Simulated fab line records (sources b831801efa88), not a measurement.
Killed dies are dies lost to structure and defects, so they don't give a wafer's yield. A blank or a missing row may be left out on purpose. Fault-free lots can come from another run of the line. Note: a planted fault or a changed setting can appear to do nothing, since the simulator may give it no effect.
A single fault, viewed from 2 desks	flow sfqLine	what lay behind the numbers comes last; until then each desk has only its own

THE TOOL OWNER'S DESK: rieMetal-03
The tool's own readings at SFQ_TRILAYER_M4_ETCH_METAL_ETCH_096 (etches Nb in Cl2/Ar, stops on SiO2, target depth 240 nm, time 120 s): means of the sampled wafers that have a number, for each lot that ran on this tool. If a lot's mean is further than 4 standard deviations from the usual mean, the lot is out of limits and carries the mark OUT (the distance appears in the brackets).
Columns: A = biasW at SFQ_TRILAYER_M4_ETCH_METAL_ETCH_096, usual 80.00 W; B = chamberPressureMTorr at SFQ_TRILAYER_M4_ETCH_METAL_ETCH_096, usual 9.999 mTorr; C = drypumpMotorCurrentA at SFQ_TRILAYER_M4_ETCH_METAL_ETCH_096, usual 5.5 A; D = oesProductAu at SFQ_TRILAYER_M4_ETCH_METAL_ETCH_096, usual 0.897 a.u.; E = rfFwdPowerW at SFQ_TRILAYER_M4_ETCH_METAL_ETCH_096, usual 597.1 W
lot	first seen here	A	B	C	D	E
L501	day 36 20:20	80.34	9.996	5.4	0.901	597.7
L512	day 39 11:47	79.93	9.996	5.4	0.893	502.7 (-50) OUT
L513	day 39 17:44	80.03	10.004	5.4	0.889	500.2 (-51) OUT
Finding of this desk: L512, L513 out of limits; the first was L512 at day 39 11:47, on rfFwdPowerW at SFQ_TRILAYER_M4_ETCH_METAL_ETCH_096. Within limits: L501.

METROLOGY DESK
What the gauges read for every lot (on any tool): the sampled wafers with a number, averaged. If a lot's mean is further than 4 standard deviations from the usual mean, the lot is out of limits and carries the mark OUT (the distance appears in the brackets).
Columns: A = M4_NB_RS at SFQ_M4_RS_MEAS_924, usual 0.884 ohm/sq; B = M4_OVL at SFQ_M4_OVL_MEAS_926, usual 3 nm
lot	first seen here	A	B
L501	day 34 04:22	0.879	-3
L503	day 34 22:23	0.870	13
L507	day 36 05:09	0.892	9
L512	day 37 22:33	0.886	4
L513	day 38 03:55	0.891	-5
L519	day 40 07:20	0.885	0
This desk's finding: nothing out of limits on any of the 6 lots.

ALL TOGETHER
The tool owner's desk had the chance to raise an alarm at day 39 11:47 on L512, L513.
The metrology desk saw nothing out of limits.
The metrology desk has L512, L513 on record, within its limits.
Every lot named ran SFQ_TRILAYER_M4_ETCH_METAL_ETCH_096 on rieMetal-03.

WHAT HAD BEEN PUT IN BY THE SIMULATOR
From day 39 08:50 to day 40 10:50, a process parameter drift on rieMetal-03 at SFQ_TRILAYER_M4_ETCH_METAL_ETCH_096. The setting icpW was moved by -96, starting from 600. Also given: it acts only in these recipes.
Shown lots that were struck: L512, L513.
Hours from the fault's start to each desk's first reading out of limits: the tool owner's desk, 3.
